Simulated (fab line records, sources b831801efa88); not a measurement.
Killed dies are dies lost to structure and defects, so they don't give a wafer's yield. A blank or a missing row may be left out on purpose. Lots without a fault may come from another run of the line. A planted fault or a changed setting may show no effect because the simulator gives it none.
Problem report in the 8D (eight disciplines) form, filled by code | flow gf180mcu | the parts of the form that need people (team, actions taken, sign-off) are left out

1. THE PROBLEM
bias_w at GF_SAB_ETCH_11 reads a mean of 1127 W on 2 wafers of 2 lots; wafers without a fault read 1200 W with a standard deviation of 3.9. That is -19 standard deviations from the usual mean.
The step: etches SiO2 in C4F8/O2/Ar, target depth 55 nm, time 8.5 s.
First seen on wafer L954.2, day 21 00:54, on rie_diel-04. The record holds 39 wafers of 13 lots with a number at this step. Rule for "out", or "out of limits": more than 4 standard deviations from the usual mean. The other wafers with a number count as sound.

2. WHAT IT IS AND WHAT IT IS NOT
question                    | is                | is not
which readings at this step | bias_w            | -
which lots                  | L954, L957        | L938, L941, L942, L943, L944, L946, L947, L948, L949, L951, L952
which wafers of those lots  | L954.2, L957.6    | L954.1, L954.6, L957.3, L957.5
read on which tools         | rie_diel-04       | rie_diel-01, rie_diel-02
when                        | from day 21 00:54 | up to then (35 sound wafers); but 2 sound wafers of L957 came after

3. SUSPECTS, AND WHAT RULES EACH OUT
Counting: a tool at a process step up to the reading stays a suspect if it ran every lot that is out. Sound lots after the first of them don't rule it out here, since some wafers of a struck lot are sound.
- rie_diel-04 at GF_SAB_ETCH_11 (etches SiO2 in C4F8/O2/Ar, target depth 55 nm, time 8.5 s): kept. It ran every lot that is out, first L954 (day 21 00:54); its last sound lot up to then is L949 (day 19 00:08). Its own readings are out on those wafers: bias_w.
- Within rie_diel-04 at GF_SAB_ETCH_11: the wafers that are out ran in chamber 0; their sound lot-mates ran in chambers 1, 2, 3.
Left after counting: rie_diel-04 at GF_SAB_ETCH_11.

4. THE CAUSE (what the simulator had put in)
Process parameter drift: rie_diel-04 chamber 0, from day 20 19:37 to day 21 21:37, at GF_SAB_ETCH_11. Setting bias_w, moved by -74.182, from 1200. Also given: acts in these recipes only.
Counting left only this tool.

5. THE CHAIN OF EFFECTS, in route order
Each row: a reading whose mean over the struck wafers that have a number lies more than 3 standard deviations from the usual. Only readings for which the record gives a usual standard deviation are gone through. hours: the time from each lot's start at the first step in this table that gives one to its start at this step, as a median over the lots. sigmas: the change in usual standard deviations.
hours | step           | reading | usual  | on struck wafers | change | sigmas
0     | GF_SAB_ETCH_11 | bias_w  | 1200 W | 1127             | -73    | -19
The process steps in it:
- GF_SAB_ETCH_11: etches SiO2 in C4F8/O2/Ar, target depth 55 nm, time 8.5 s.

6. WHAT WOULD HAVE CAUGHT IT SOONER
In this record the first reading out of limits was taken at day 21 00:54, 5 hours after the fault began at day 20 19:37.
